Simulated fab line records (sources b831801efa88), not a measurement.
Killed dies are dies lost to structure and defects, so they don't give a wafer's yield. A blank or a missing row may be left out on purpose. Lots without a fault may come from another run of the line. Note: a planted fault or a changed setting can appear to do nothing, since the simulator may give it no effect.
Matching of chambers :: flow sky130 :: SKY_FIELD_ISO_CMP_27 on cmp-01 has 4 sister chambers
The step polishes, stops on Si3N4, t overpolish 16 s, target thk 457.8 nm. 8 wafers are shown with their chamber, then 7 later ones without.

## WAFERS, EACH WITH ITS CHAMBER
wafer: L701.1
chamber: 1
motor_current_A (A): 12.6
time_to_endpoint_s (s): 112

wafer: L701.5
chamber: 2
motor_current_A (A): 11.7
time_to_endpoint_s (s): 107

wafer: L702.4
chamber: 0
motor_current_A (A): 9.6
time_to_endpoint_s (s): 113

wafer: L702.6
chamber: 3
motor_current_A (A): 12.3
time_to_endpoint_s (s): 113

wafer: L703.1
chamber: 2
motor_current_A (A): 12.6
time_to_endpoint_s (s): 112

wafer: L703.3
chamber: 3
motor_current_A (A): 12.5
time_to_endpoint_s (s): 109

wafer: L703.5
chamber: 1
motor_current_A (A): 12.1
time_to_endpoint_s (s): 113

wafer: L704.2
chamber: 0
motor_current_A (A): 10.1
time_to_endpoint_s (s): 116

## WAFERS WITH NO CHAMBER GIVEN
wafer: L704.3
motor_current_A (A): 12.7
time_to_endpoint_s (s): 115

wafer: L704.6
motor_current_A (A): 12.7
time_to_endpoint_s (s): 115

wafer: L705.1
motor_current_A (A): 10.3
time_to_endpoint_s (s): 111

wafer: L705.3
motor_current_A (A): 12.4
time_to_endpoint_s (s): 114

wafer: L705.5
motor_current_A (A): 11.5
time_to_endpoint_s (s): 112

wafer: L711.1
motor_current_A (A): 12.3
time_to_endpoint_s (s): 113

wafer: L711.4
motor_current_A (A): 10.0
time_to_endpoint_s (s): 109

## THE CHAMBER EACH PASSED THROUGH
wafer: L704.3
from the rows above: can't be placed: 1 or 3 or 2
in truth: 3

wafer: L704.6
from the rows above: can't be placed: 1 or 3 or 2
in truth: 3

wafer: L705.1
from the rows above: 0
in truth: 0

wafer: L705.3
from the rows above: can't be placed: 1 or 3 or 2
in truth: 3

wafer: L705.5
from the rows above: can't be placed: 2 or 1 or 3
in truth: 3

wafer: L711.1
from the rows above: can't be placed: 1 or 3 or 2
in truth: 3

wafer: L711.4
from the rows above: 0
in truth: 0
2 of 7 placed correctly. Cannot be placed on the basis of these rows: 5; the candidates contain the true chamber in 5. Placed wrongly: 0.
How it was worked out, from the rows above alone: a wafer's distance from a chamber is the root of the sum, over the readings, of the square of ((its reading less the chamber's mean) divided by the reading's scatter). The wafer belongs to the nearest chamber; if the next one is less than 2 further off, it can't be placed. The mean given for a chamber averages the wafers shown for that chamber. The scatter: the root of (the sum of the squares of (reading less its chamber's mean) over the shown wafers, divided by (wafers less chambers)).
